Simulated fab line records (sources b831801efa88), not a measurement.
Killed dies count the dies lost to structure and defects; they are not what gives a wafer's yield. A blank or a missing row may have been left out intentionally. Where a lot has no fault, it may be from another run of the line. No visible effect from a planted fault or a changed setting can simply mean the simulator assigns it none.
fab line records	flow sfq_line
record: lots: 5	wafers: 23
route steps=325 shown M1@66 M2@92 I3@137 M4@152 R5@212 I5@228
start_h: hours from the record's first day to the start of the lot's first wafer shown	wait_h: time in hours since the lot's previous step	" unchanged from the row above	L1.1+2: several wafers, shown together as one row	- no value present, or no start provided	* or withheld: withheld	< > ~ a bound
route shown NAME@n: names a module that has steps shown in the file, with the first one's number in the route	usual: average and standard deviation across the fault-free wafers	same: alike in all rows	chamber/n: place in a boat	sites: per-site readings	_std_site: the values' standard deviation	_edge_site: outer sites' mean less inner sites'	radius_mm: for every site, how far away it sits from the centre of the wafer	mask NAME#n: copy n	behind: the last tool/chamber to shape the wafer	hold: the reason the lot was held/the length of the hold in hours/how it ended	device: which transistor (n, p or np) failed to switch	end of line: tests run on the same wafers once the route is complete	a step given without rows: its recipe and nothing more	killed: count of dies lost to structure and defects at first sort (not the wafer's yield)	map: dies across one wafer; x = killed, . = not, _ = none there
set.NAME: the setting the step ran with; set.NAME@STEP: the setting that earlier step ran with	model.NAME: the simulator's own value behind a step, which no gauge read
lots whose settings were changed on purpose; a table a step, a row a wafer
== steps ==
step: SFQ_TRILAYER_M1_LITHO_PEB_042
recipe: peb_temp_c: 115	peb_time_s: 60	resist: KrF
lot.wafer	tool	chamber	start_h	wait_h	set.peb_time_s
L074.1+2+6	litho_track-04	0	310.41	1.0	60
L075.1+3+5	litho_track-04	0	322.41	1.0	53.21
L075.2+6	"	0	"	"	60
L077.1+6	litho_track-01	0	332.01	1.0	53.72
L077.2+4+5	"	0	"	"	60
L078.1+4+5	litho_track-04	0	340.41	1.0	60
L078.2+3	"	0	"	"	51.8
L080.1+2+4	litho_track-04	0	372.44	1.0	68.52
L080.5+6	"	0	"	"	60
step: SFQ_TRILAYER_M1_LITHO_DEVELOP_041
recipe: time_s: 60	resist: KrF
step: SFQ_TRILAYER_M1_BARC_OPEN_METAL_ETCH_054
recipe: mask_material: PR	chemistry: O2	target_depth_nm: 125	target: BARC	icp_w: 600	bias_w: 80	pressure_mtorr: 10	time_s: 41.7
lot.wafer	tool	chamber	start_h	wait_h	set.peb_time_s@TRILAYER_M1_LITHO_PEB_042	model.M1.cd_nm
L074.1	rie_metal-04	0	310.75	0.0	60	500.2
L074.2	"	1	"	"	60	502.7
L074.6	"	1	"	"	60	501.7
L075.1+5	rie_metal-02	1,0	322.75	0.0	53.21	517.8
L075.2	"	0	"	"	60	499.7
L075.3	"	0	"	"	53.21	517.3
L075.6	"	1	"	"	60	499.8
L077.1	rie_metal-01	0	332.35	0.0	53.72	516.8
L077.2	"	1	"	"	60	499.9
L077.4	"	0	"	"	60	501.9
L077.5	"	1	"	"	60	500.2
L077.6	"	0	"	"	53.72	515.4
L078.1	rie_metal-02	1	340.75	0.0	60	500.4
L078.2	"	0	"	"	51.8	520.4
L078.3	"	1	"	"	51.8	522.1
L078.4	"	0	"	"	60	499.1
L078.5	"	1	"	"	60	499.7
L080.1	rie_metal-02	0	372.78	0.0	68.52	477
L080.2	"	1	"	"	68.52	478.9
L080.4	"	0	"	"	68.52	478.2
L080.5	"	1	"	"	60	498.4
L080.6	"	0	"	"	60	496.7
step: SFQ_TRILAYER_M1_ETCH_METAL_ETCH_042
recipe: target: Nb	stop_on: SiO2	mask_material: PR	chemistry: Cl2/Ar	target_depth_nm: 240	icp_w: 600	bias_w: 80	pressure_mtorr: 10	time_s: 125.7
usual: oes_product_au: 0.890/0.0058
lot.wafer	tool	chamber	start_h	wait_h	set.time_s@TRILAYER_M1_DEP_SPUTTER_037	oes_product_au
L074.1	rie_metal-04	0	310.81	0.0	133.3	0.884
L074.2	"	1	"	"	133.3	0.884
L074.6	"	1	"	"	133.3	0.886
L075.1	rie_metal-02	1	322.81	0.0	133.3	0.882
L075.2	"	0	"	"	133.3	0.885
L075.3	"	0	"	"	119.2	0.830
L075.5	"	0	"	"	133.3	0.888
L075.6	"	1	"	"	119.2	0.834
L077.1	rie_metal-01	0	332.41	0.0	133.3	0.887
L077.2	"	1	"	"	133.3	0.884
L077.4	"	0	"	"	133.3	0.878
L077.5	"	1	"	"	133.3	0.888
L077.6	"	0	"	"	133.3	0.887
L078.1	rie_metal-02	1	340.81	0.0	119.1	0.841
L078.2	"	0	"	"	133.3	0.895
L078.3	"	1	"	"	133.3	0.897
L078.4	"	0	"	"	119.1	0.833
L078.5	"	1	"	"	133.3	0.884
L080.1	rie_metal-02	0	372.84	0.0	152.5	0.967
L080.2	"	1	"	"	152.5	0.961
L080.4	"	0	"	"	133.3	0.888
L080.5	"	1	"	"	152.5	0.953
L080.6	"	0	"	"	133.3	0.881
step: SFQ_TRILAYER_M2_LITHO_COAT_062
recipe: resist: BARC	spin_rpm: 3000	resist_thk_nm: 62
lot.wafer	tool	chamber	start_h	wait_h	set.spin_rpm	model.BARC_of_TRILAYER_M2_LITHO_COAT_062.thk_nm
L074.1	litho_track-01	0	403.81	0.1	3000	61.84
L074.2	"	0	"	"	3000	61.64
L074.6	"	0	"	"	3000	61.74
L075.1	litho_track-02	0	418.21	0.1	3000	61.98
L075.2	"	0	"	"	2848	63.79
L075.3	"	0	"	"	3000	62.01
L075.5	"	0	"	"	2848	63.64
L075.6	"	0	"	"	3000	62.09
L077.1	litho_track-02	0	427.82	0.1	3000	62.12
L077.2	"	0	"	"	3000	61.84
L077.4	"	0	"	"	3000	62.03
L077.5	"	0	"	"	3000	61.93
L077.6	"	0	"	"	3000	61.86
L078.1	litho_track-01	0	442.76	0.1	2847	63.54
L078.2	"	0	"	"	2847	63.6
L078.3	"	0	"	"	3000	61.91
L078.4	"	0	"	"	3000	62.13
L078.5	"	0	"	"	3000	62.09
L080.1	litho_track-02	0	471.99	0.1	3000	62.04
L080.2	"	0	"	"	3000	62.07
L080.4	"	0	"	"	3000	62.05
L080.5	"	0	"	"	3000	61.95
L080.6	"	0	"	"	3000	61.94
step: SFQ_TRILAYER_M2_LITHO_COAT_057
recipe: resist: KrF	spin_rpm: 3000	resist_thk_nm: 600
lot.wafer	tool	chamber	start_h	wait_h	set.spin_rpm	model.KrF_of_TRILAYER_M2_LITHO_COAT_057.thk_nm
L074.1	litho_track-01	0	404.11	0.2	3000	600.2
L074.2	"	0	"	"	3000	601.1
L074.6	"	0	"	"	3000	599.4
L075.1	litho_track-02	0	418.51	0.2	3000	600.1
L075.2	"	0	"	"	3000	600.9
L075.3	"	0	"	"	3000	601.7
L075.5	"	0	"	"	3000	602.2
L075.6	"	0	"	"	3000	599.9
L077.1	litho_track-02	0	428.12	0.2	2859	616
L077.2	"	0	"	"	2859	614.9
L077.4	"	0	"	"	3000	600.7
L077.5	"	0	"	"	3000	600.1
L077.6	"	0	"	"	2859	615.8
L078.1	litho_track-01	0	443.06	0.2	3201	580.8
L078.2+4	"	0	"	"	3201	580.1
L078.3	"	0	"	"	3000	597
L078.5	"	0	"	"	3000	597.7
L080.1	litho_track-02	0	472.29	0.2	3000	599.1
L080.2	"	0	"	"	3000	596.8
L080.4	"	0	"	"	3000	598.8
L080.5	"	0	"	"	3000	597.1
L080.6	"	0	"	"	3000	601.1
step: SFQ_TRILAYER_M2_LITHO_EXPOSE_058
recipe: mask_id: M2	na: 0.6	source_shape: conventional	sigma_outer: 0.65	target_cd_nm: 500	dose_mj: 14.4
lot.wafer	tool	chamber	start_h	wait_h	mask	set.dose_mj
L074.1+2+6	krf_scanner-01	0	478.34	-	M2#0	14.4
L075.1+5	krf_scanner-01	0	492.29	-	M2#0	14
L075.2+3+6	"	0	"	"	M2#0	14.4
L077.1+4+6	krf_scanner-01	0	506.49	-	M2#0	14.05
L077.2+5	"	0	"	"	M2#0	14.4
L078.1+3+5	krf_scanner-01	0	518.49	-	M2#0	14.4
L078.2+4	"	0	"	"	M2#0	13.73
L080.1+2+5	krf_scanner-01	0	540.09	-	M2#0	14.4
L080.4+6	"	0	"	"	M2#0	14.85
step: SFQ_TRILAYER_M2_LITHO_PEB_060
recipe: peb_temp_c: 115	peb_time_s: 60	resist: KrF
step: SFQ_TRILAYER_M2_LITHO_DEVELOP_059
recipe: time_s: 60	resist: KrF
step: SFQ_TRILAYER_M2_BARC_OPEN_METAL_ETCH_077
recipe: mask_material: PR	chemistry: O2	target_depth_nm: 125	target: BARC	icp_w: 600	bias_w: 77.42	pressure_mtorr: 10	time_s: 41.7
lot.wafer	tool	chamber	start_h	wait_h	set.spin_rpm@TRILAYER_M2_LITHO_COAT_057	set.dose_mj@TRILAYER_M2_LITHO_EXPOSE_058	model.M2.cd_nm	model.KrF_of_TRILAYER_M2_LITHO_COAT_057.thk_nm
L074.1	rie_metal-02	1	479.88	0.0	3000	14.4	501.3	523.8
L074.2	"	1	"	"	3000	14.4	500	524.9
L074.6	"	1	"	"	3000	14.4	500.6	523.4
L075.1	rie_metal-03	1	493.83	0.0	3000	14	506	522.2
L075.2	"	0	"	"	3000	14.4	499.6	522.9
L075.3	"	0	"	"	3000	14.4	499.5	524.1
L075.5	"	0	"	"	3000	14	502.8	524.9
L075.6	"	1	"	"	3000	14.4	500.4	522
L077.1	rie_metal-02	1	508.03	0.0	2859	14.05	502.9	540
L077.2	"	0	"	"	2859	14.4	502.1	537.9
L077.4	"	1	"	"	3000	14.05	503.7	524.9
L077.5	"	1	"	"	3000	14.4	499.8	524.1
L077.6	"	0	"	"	2859	14.05	505	539.5
L078.1	rie_metal-02	1	520.03	0.0	3201	14.4	498.5	504.7
L078.2	"	0	"	"	3201	13.73	507.1	503.6
L078.3	"	1	"	"	3000	14.4	499.5	520.8
L078.4	"	0	"	"	3201	13.73	506.6	503.7
L078.5	"	1	"	"	3000	14.4	499.2	521.5
L080.1	rie_metal-02	0	541.63	0.0	3000	14.4	500.1	522.3
L080.2	"	1	"	"	3000	14.4	498.9	520.3
L080.4	"	1	"	"	3000	14.85	494.6	522.1
L080.5	"	1	"	"	3000	14.4	498.9	520.4
L080.6	"	0	"	"	3000	14.85	495.4	524.1
step: SFQ_TRILAYER_M2_ETCH_METAL_ETCH_060
recipe: target: Nb	stop_on: SiO2	mask_material: PR	chemistry: Cl2/Ar	target_depth_nm: 240	icp_w: 600	bias_w: 80	pressure_mtorr: 10	time_s: 120
lot.wafer	tool	chamber	start_h	wait_h	set.time_s	set.spin_rpm@TRILAYER_M2_LITHO_COAT_057	set.dose_mj@TRILAYER_M2_LITHO_EXPOSE_058	model.SiO2_of_TRILAYER_I1_DEP_PECVD_045.thk_nm	model.KrF_of_TRILAYER_M2_LITHO_COAT_057.thk_nm	model.M2.cd_nm
L074.1	rie_metal-02	1	480.00	0.1	120	3000	14.4	193.4	384	500.4
L074.2	"	1	"	"	120	3000	14.4	193.3	385.1	498.6
L074.6	"	1	"	"	120	3000	14.4	192.9	383.2	499.7
L075.1	rie_metal-03	1	493.89	0.0	120	3000	14	195	379.7	504.9
L075.2	"	0	"	"	137.1	3000	14.4	189.8	358.7	499.1
L075.3	"	0	"	"	120	3000	14.4	195	381.3	498.8
L075.5	"	0	"	"	137.1	3000	14	191.8	362.4	501
L075.6	"	1	"	"	137.1	3000	14.4	190.6	361	500.2
L077.1	rie_metal-02	1	508.09	0.0	120	2859	14.05	193.2	401.1	503.1
L077.2	"	0	"	"	120	2859	14.4	194.1	398.4	503.3
L077.4	"	1	"	"	120	3000	14.05	194.5	386.4	502.6
L077.5	"	1	"	"	120	3000	14.4	193	384.9	499.5
L077.6	"	0	"	"	120	2859	14.05	194.4	399.1	507.3
L078.1	rie_metal-02	1	520.09	0.0	120	3201	14.4	192	363.8	497
L078.2	"	0	"	"	104.9	3201	13.73	193.9	380.2	507.3
L078.3	"	1	"	"	120	3000	14.4	191.4	379.7	497.9
L078.4	"	0	"	"	104.9	3201	13.73	193.9	380.2	507.6
L078.5	"	1	"	"	104.9	3000	14.4	194.2	398.6	499.2
L080.1	rie_metal-02	0	541.69	0.0	127.9	3000	14.4	192.1	370.5	500.2
L080.2	"	1	"	"	120	3000	14.4	191.8	378.7	497.9
L080.4	"	1	"	"	120	3000	14.85	194.2	380.6	493.5
L080.5	"	1	"	"	127.9	3000	14.4	191.6	369.1	497.7
L080.6	"	0	"	"	127.9	3000	14.85	192.6	372.7	494.5
step: SFQ_TRILAYER_I3_VIA_LITHO_COAT_090
recipe: resist: BARC	spin_rpm: 3000	resist_thk_nm: 62
lot.wafer	tool	chamber	start_h	wait_h	set.resist_thk_nm	model.BARC_of_TRILAYER_I3_VIA_LITHO_COAT_090.thk_nm
L074.1	litho_track-02	0	643.84	1.0	62	62.54
L074.2	"	0	"	"	62	62.3
L074.6	"	0	"	"	62	62.49
L075.1	litho_track-01	0	662.04	1.0	63.52	63.52
L075.2	"	0	"	"	63.52	63.54
L075.3	"	0	"	"	62	62.03
L075.5	"	0	"	"	62	61.89
L075.6	"	0	"	"	63.52	63.48
L077.1	litho_track-03	0	671.04	1.0	60.49	60.36
L077.2	"	0	"	"	60.49	60.58
L077.4	"	0	"	"	62	61.92
L077.5	"	0	"	"	62	61.83
L077.6	"	0	"	"	62	61.82
L078.1	litho_track-03	0	686.04	1.0	60.83	60.93
L078.2	"	0	"	"	60.83	60.79
L078.3	"	0	"	"	60.83	61.03
L078.4	"	0	"	"	62	62.18
L078.5	"	0	"	"	62	62.05
L080.1	litho_track-01	0	711.88	1.0	62	62.5
L080.2	"	0	"	"	64.2	64.34
L080.4+5	"	0	"	"	64.2	64.49
L080.6	"	0	"	"	62	62.24
step: SFQ_TRILAYER_M4_LITHO_COAT_098
recipe: resist: BARC	spin_rpm: 3000	resist_thk_nm: 62
lot.wafer	tool	chamber	start_h	wait_h	set.spin_rpm	model.BARC_of_TRILAYER_M4_LITHO_COAT_098.thk_nm
L074.1	litho_track-01	0	758.85	0.1	3000	62.31
L074.2	"	0	"	"	3000	62.25
L074.6	"	0	"	"	3000	62.27
L075.1	litho_track-04	0	778.69	0.1	3000	62.01
L075.2	"	0	"	"	2931	62.76
L075.3	"	0	"	"	2931	62.81
L075.5	"	0	"	"	3000	62.21
L075.6	"	0	"	"	3000	62.13
L077.1	litho_track-04	0	786.45	0.1	3000	62.22
L077.2	"	0	"	"	3000	61.96
L077.4	"	0	"	"	3000	61.86
L077.5	"	0	"	"	3000	62.06
L077.6	"	0	"	"	3000	61.89
L078.1	litho_track-02	0	800.37	0.1	3000	61.84
L078.2	"	0	"	"	3000	61.58
L078.3	"	0	"	"	3000	61.81
L078.4	"	0	"	"	3000	61.66
L078.5	"	0	"	"	3000	61.76
L080.1	litho_track-01	0	834.37	0.1	3000	62.24
L080.2	"	0	"	"	3000	62.28
L080.4	"	0	"	"	2920	63.16
L080.5	"	0	"	"	2920	63.03
L080.6	"	0	"	"	3000	62.35
step: SFQ_TRILAYER_R5_DEP_SPUTTER_132
recipe: material: Ti	base_pressure_pa: 1.33e-06	target_thk_nm: 5	power_w: 2000	time_s: 5	chamber_pressure_pa: 0.4
lot.wafer	tool	chamber	start_h	wait_h	set.time_s	model.Ti_of_TRILAYER_R5_DEP_SPUTTER_132.thk_nm
L074.1	pvd_sputter-04	-	1144.47	1.0	5	4.998
L074.2	"	-	"	"	5	5.078
L074.6	"	-	"	"	5	5.042
L075.1	pvd_sputter-04	-	1157.34	1.0	5	5.174
L075.2	"	-	"	"	4.372	4.621
L075.3	"	-	"	"	4.372	4.615
L075.5	"	-	"	"	5	5.235
L075.6	"	-	"	"	5	5.233
L077.1	pvd_sputter-05	-	1163.34	1.0	5	4.913
L077.2	"	-	"	"	5	5.035
L077.4	"	-	"	"	5	5.017
L077.5	"	-	"	"	5	5.099
L077.6	"	-	"	"	5	4.95
L078.1	pvd_sputter-04	-	1169.34	1.0	5	5.19
L078.2+4	"	-	"	"	5	5.177
L078.3	"	-	"	"	5	5.344
L078.5	"	-	"	"	5	5.268
L080.1	pvd_sputter-03	-	1196.34	1.0	5	4.973
L080.2	"	-	"	"	5	5.007
L080.4	"	-	"	"	5	5.011
L080.5	"	-	"	"	5.298	5.209
L080.6	"	-	"	"	5.298	5.32
step: SFQ_TRILAYER_R5_DEP_SPUTTER_133
recipe: material: MoNx	base_pressure_pa: 1.33e-06	target_thk_nm: 40	power_w: 1000	time_s: 66.7	chamber_pressure_pa: 0.4
lot.wafer	tool	chamber	start_h	wait_h	set.time_s	model.MoNx_of_TRILAYER_R5_DEP_SPUTTER_133.thk_nm
L074.1	pvd_sputter-04	-	1144.49	0.0	66.7	39.89
L074.2	"	-	"	"	66.7	40.61
L074.6	"	-	"	"	66.7	40.49
L075.1	pvd_sputter-04	-	1157.36	0.0	74.51	44.63
L075.2	"	-	"	"	74.51	44.39
L075.3	"	-	"	"	66.7	39.44
L075.5	"	-	"	"	66.7	39.67
L075.6	"	-	"	"	66.7	40.16
L077.1	pvd_sputter-05	-	1163.36	0.0	74.95	44.55
L077.2	"	-	"	"	66.7	39.02
L077.4	"	-	"	"	66.7	39.64
L077.5	"	-	"	"	74.95	44.49
L077.6	"	-	"	"	74.95	45.06
L078.1	pvd_sputter-04	-	1169.36	0.0	66.7	40.52
L078.2	"	-	"	"	62.22	37.53
L078.3	"	-	"	"	62.22	37.14
L078.4	"	-	"	"	66.7	39.71
L078.5	"	-	"	"	62.22	37.4
L080.1	pvd_sputter-03	-	1196.36	0.0	66.7	38.9
L080.2	"	-	"	"	66.7	39.37
L080.4	"	-	"	"	61.53	35.78
L080.5	"	-	"	"	66.7	38.81
L080.6	"	-	"	"	61.53	36.03
step: SFQ_TRILAYER_R5_DEP_SPUTTER_134
recipe: material: Ti	base_pressure_pa: 1.33e-06	target_thk_nm: 5	power_w: 2000	time_s: 5	chamber_pressure_pa: 0.4
step: SFQ_R5_RS_MEAS_933
recipe: thk_meas_gauge: four-point-probe	reads: Ti_of_TRILAYER_R5_DEP_SPUTTER_134+MoNx_of_TRILAYER_R5_DEP_SPUTTER_133+Ti_of_TRILAYER_R5_DEP_SPUTTER_132
usual: R5_MONX_RS: 7.07/0.081
lot.wafer	tool	chamber	start_h	wait_h	set.time_s@TRILAYER_R5_DEP_SPUTTER_133	R5_MONX_RS[ohm/sq]
L074.1	film_metro-01	-	1144.56	0.0	66.7	7.07
L074.2	"	-	"	"	66.7	6.93
L074.6	"	-	"	"	66.7	6.98
L075.1	film_metro-02	-	1157.44	0.0	74.51	6.35
L075.2	"	-	"	"	74.51	6.41
L075.3	"	-	"	"	66.7	7.15
L075.5	"	-	"	"	66.7	7.10
L075.6	"	-	"	"	66.7	7.01
L077.1	film_metro-01	-	1163.44	0.0	74.95	6.37
L077.2	"	-	"	"	66.7	7.20
L077.4	"	-	"	"	66.7	7.08
L077.5	"	-	"	"	74.95	6.36
L077.6	"	-	"	"	74.95	6.31
L078.1	film_metro-02	-	1169.44	0.0	66.7	6.94
L078.2	"	-	"	"	62.22	7.46
L078.3	"	-	"	"	62.22	7.52
L078.4	"	-	"	"	66.7	7.10
L078.5	"	-	"	"	62.22	7.50
L080.1	film_metro-01	-	1196.44	0.0	66.7	7.25
L080.2	"	-	"	"	66.7	7.16
L080.4	"	-	"	"	61.53	7.83
L080.5	"	-	"	"	66.7	7.25
L080.6	"	-	"	"	61.53	7.75
step: SFQ_R5_THK_MEAS_934
recipe: thk_meas_gauge: xrf	reads: MoNx_of_TRILAYER_R5_DEP_SPUTTER_133
usual: R5_MONX_THK: 39.9/0.49
lot.wafer	tool	chamber	start_h	wait_h	set.time_s@TRILAYER_R5_DEP_SPUTTER_133	R5_MONX_THK[nm]
L074.1	film_metro-01	-	1144.68	0.1	66.7	40.0
L074.2	"	-	"	"	66.7	40.7
L074.6	"	-	"	"	66.7	40.4
L075.1	film_metro-02	-	1157.56	0.1	74.51	44.6
L075.2	"	-	"	"	74.51	44.2
L075.3	"	-	"	"	66.7	39.3
L075.5	"	-	"	"	66.7	39.6
L075.6	"	-	"	"	66.7	40.0
L077.1	film_metro-01	-	1163.56	0.1	74.95	44.8
L077.2	"	-	"	"	66.7	39.2
L077.4	"	-	"	"	66.7	39.9
L077.5	"	-	"	"	74.95	45.0
L077.6	"	-	"	"	74.95	45.5
L078.1	film_metro-02	-	1169.56	0.1	66.7	40.4
L078.2	"	-	"	"	62.22	37.5
L078.3	"	-	"	"	62.22	37.0
L078.4	"	-	"	"	66.7	39.6
L078.5	"	-	"	"	62.22	37.3
L080.1	film_metro-01	-	1196.56	0.1	66.7	38.8
L080.2	"	-	"	"	66.7	39.4
L080.4	"	-	"	"	61.53	36.1
L080.5	"	-	"	"	66.7	39.0
L080.6	"	-	"	"	61.53	36.4
step: SFQ_TRILAYER_A5C_DEP_PECVD_142
recipe: material: SiO2	temp_c: 150	time_s: 15.556	pressure_torr: 2.4	rf_w: 183.3	precursor: SiH4/N2O	target_thk_nm: 70
lot.wafer	tool	chamber	start_h	wait_h	set.time_s	model.SiO2_of_TRILAYER_A5C_DEP_PECVD_142.thk_nm
L074.1	pecvd-02	1	1209.53	0.0	15.556	71.95
L074.2	"	0	"	"	15.556	69.72
L074.6	"	2	"	"	15.556	72.56
L075.1	pecvd-04	0	1222.73	0.0	15.556	69.02
L075.2	"	1	"	"	16.89	75.29
L075.3	"	2	"	"	15.556	69.53
L075.5	"	2	"	"	15.556	69.99
L075.6	"	1	"	"	16.89	78.26
L077.1	pecvd-01	1	1229.93	0.0	14.16	61.64
L077.2	"	2	"	"	15.556	67.52
L077.4	"	2	"	"	15.556	69.27
L077.5	"	1	"	"	14.16	62.39
L077.6	"	0	"	"	15.556	70.71
L078.1	pecvd-01	2	1235.93	0.0	15.556	69.03
L078.2	"	0	"	"	15.556	71.09
L078.3	"	1	"	"	16.19	71.18
L078.4	"	2	"	"	16.19	73.57
L078.5	"	0	"	"	16.19	74.78
L080.1+6	pecvd-01	1,2	1261.56	0.0	15.556	68.67
L080.2	"	0	"	"	15.556	69.5
L080.4	"	0	"	"	17.37	79.74
L080.5	"	1	"	"	17.37	77.22
step: SFQ_TRILAYER_I5_LITHO_PEB_147
recipe: peb_temp_c: 115	peb_time_s: 60	resist: KrF
lot.wafer	tool	chamber	start_h	wait_h	set.peb_time_s
L074.1+2+6	litho_track-03	0	1264.06	1.0	60
L075.1+2+5	litho_track-04	0	1273.66	1.0	65.62
L075.3+6	"	0	"	"	60
L077.1+2+6	litho_track-03	0	1283.26	1.0	66.07
L077.4+5	"	0	"	"	60
L078.1+3	litho_track-03	0	1286.86	1.0	54.9
L078.2+4+5	"	0	"	"	60
L080.1+2+4+5+6	litho_track-02	0	1341.71	1.0	60
step: SFQ_TRILAYER_I5_LITHO_DEVELOP_146
recipe: time_s: 60	resist: KrF
step: SFQ_TRILAYER_I5_BARC_OPEN_VIA_ETCH_200
recipe: mask_material: PR	chemistry: O2	target_depth_nm: 125	target: BARC	source_w: 500	bias_w: 80	pressure_mtorr: 30	time_s: 41.7
lot.wafer	tool	chamber	start_h	wait_h	set.peb_time_s@TRILAYER_I5_LITHO_PEB_147	model.I5.cd_nm
L074.1	rie_diel-01	0	1264.39	0.0	60	698.4
L074.2	"	2	"	"	60	698.8
L074.6	"	1	"	"	60	698.5
L075.1	rie_diel-04	3	1273.99	0.0	65.62	712.8
L075.2+5	"	1,2	"	"	65.62	715.5
L075.3	"	0	"	"	60	701.1
L075.6	"	3	"	"	60	701.4
L077.1	rie_diel-02	2	1283.59	0.0	66.07	716
L077.2	"	0	"	"	66.07	713.6
L077.4	"	1	"	"	60	702.4
L077.5	"	1	"	"	60	703.3
L077.6	"	0	"	"	66.07	713.7
L078.1	rie_diel-04	0	1287.19	0.0	54.9	686.3
L078.2	"	2	"	"	60	699.9
L078.3	"	1	"	"	54.9	688.6
L078.4	"	0	"	"	60	698.3
L078.5	"	2	"	"	60	699.5
L080.1	rie_diel-02	3	1342.04	0.0	60	703
L080.2	"	0	"	"	60	702.5
L080.4+5	"	2	"	"	60	702.3
L080.6	"	3	"	"	60	703.3
== key ==
split: step: SFQ_TRILAYER_M1_LITHO_PEB_042	setting: peb_time_s	stated: 60	by: wafer
response: step: SFQ_TRILAYER_M1_BARC_OPEN_METAL_ETCH_054	reading: model.M1.cd_nm	change: -1.49	per: 1%	r: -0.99
split: step: SFQ_TRILAYER_M2_LITHO_COAT_062	setting: spin_rpm	stated: 3000	by: wafer
response: step: SFQ_TRILAYER_M2_LITHO_COAT_062	reading: model.BARC_of_TRILAYER_M2_LITHO_COAT_062.thk_nm	change: -0.316	per: 1%	r: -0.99
split: step: SFQ_TRILAYER_M2_LITHO_COAT_057	setting: spin_rpm	stated: 3000	by: wafer
response: step: SFQ_TRILAYER_M2_LITHO_COAT_057	reading: model.KrF_of_TRILAYER_M2_LITHO_COAT_057.thk_nm	change: -2.76	per: 1%	r: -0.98
response: step: SFQ_TRILAYER_M2_BARC_OPEN_METAL_ETCH_077	reading: model.KrF_of_TRILAYER_M2_LITHO_COAT_057.thk_nm	change: -2.74	per: 1%	r: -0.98
response: step: SFQ_TRILAYER_M2_ETCH_METAL_ETCH_060	reading: model.KrF_of_TRILAYER_M2_LITHO_COAT_057.thk_nm	slope: -2.71	per: 1%	together_with: time_s@TRILAYER_M2_ETCH_METAL_ETCH_060	explained: 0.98
split: step: SFQ_TRILAYER_M2_LITHO_EXPOSE_058	setting: dose_mj	stated: 14.4	by: wafer
response: step: SFQ_TRILAYER_M2_BARC_OPEN_METAL_ETCH_077	reading: model.M2.cd_nm	change: -1.54	per: 1%	r: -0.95
response: step: SFQ_TRILAYER_M2_ETCH_METAL_ETCH_060	reading: model.M2.cd_nm	change: -1.67	per: 1%	r: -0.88
split: step: SFQ_TRILAYER_M2_ETCH_METAL_ETCH_060	setting: time_s	stated: 120	by: wafer
response: step: SFQ_TRILAYER_M2_ETCH_METAL_ETCH_060	reading: model.SiO2_of_TRILAYER_I1_DEP_PECVD_045.thk_nm	change: -0.233	per: 1%	r: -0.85
response: step: SFQ_TRILAYER_M2_ETCH_METAL_ETCH_060	reading: model.KrF_of_TRILAYER_M2_LITHO_COAT_057.thk_nm	slope: -1.39	per: 1%	together_with: spin_rpm@TRILAYER_M2_LITHO_COAT_057	explained: 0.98
split: step: SFQ_TRILAYER_I3_VIA_LITHO_COAT_090	setting: resist_thk_nm	stated: 62	by: wafer
response: step: SFQ_TRILAYER_I3_VIA_LITHO_COAT_090	reading: model.BARC_of_TRILAYER_I3_VIA_LITHO_COAT_090.thk_nm	change: +0.597	per: 1%	r: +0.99
split: step: SFQ_TRILAYER_M4_LITHO_COAT_098	setting: spin_rpm	stated: 3000	by: wafer
response: step: SFQ_TRILAYER_M4_LITHO_COAT_098	reading: model.BARC_of_TRILAYER_M4_LITHO_COAT_098.thk_nm	change: -0.297	per: 1%	r: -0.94
split: step: SFQ_TRILAYER_R5_DEP_SPUTTER_132	setting: time_s	stated: 5	by: wafer
response: step: SFQ_TRILAYER_R5_DEP_SPUTTER_132	reading: model.Ti_of_TRILAYER_R5_DEP_SPUTTER_132.thk_nm	change: +0.047	per: 1%	r: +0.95
split: step: SFQ_TRILAYER_R5_DEP_SPUTTER_133	setting: time_s	stated: 66.7	by: wafer
response: step: SFQ_TRILAYER_R5_DEP_SPUTTER_133	reading: model.MoNx_of_TRILAYER_R5_DEP_SPUTTER_133.thk_nm	change: +0.417	per: 1%	r: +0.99
response: step: SFQ_R5_RS_MEAS_933	reading: R5_MONX_RS	change: -0.0649	per: 1%	r: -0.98
response: step: SFQ_R5_THK_MEAS_934	reading: R5_MONX_THK	change: +0.417	per: 1%	r: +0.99
split: step: SFQ_TRILAYER_A5C_DEP_PECVD_142	setting: time_s	stated: 15.556	by: wafer
response: step: SFQ_TRILAYER_A5C_DEP_PECVD_142	reading: model.SiO2_of_TRILAYER_A5C_DEP_PECVD_142.thk_nm	change: +0.816	per: 1%	r: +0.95
split: step: SFQ_TRILAYER_I5_LITHO_PEB_147	setting: peb_time_s	stated: 60	by: wafer
response: step: SFQ_TRILAYER_I5_BARC_OPEN_VIA_ETCH_200	reading: model.I5.cd_nm	change: +1.31	per: 1%	r: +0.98
split outside_this_file step=SFQ_TRILAYER_M1_DEP_SPUTTER_037 setting=time_s
split outside_this_file: this setting was split too, and the file shows its column; the key of that split is in another file
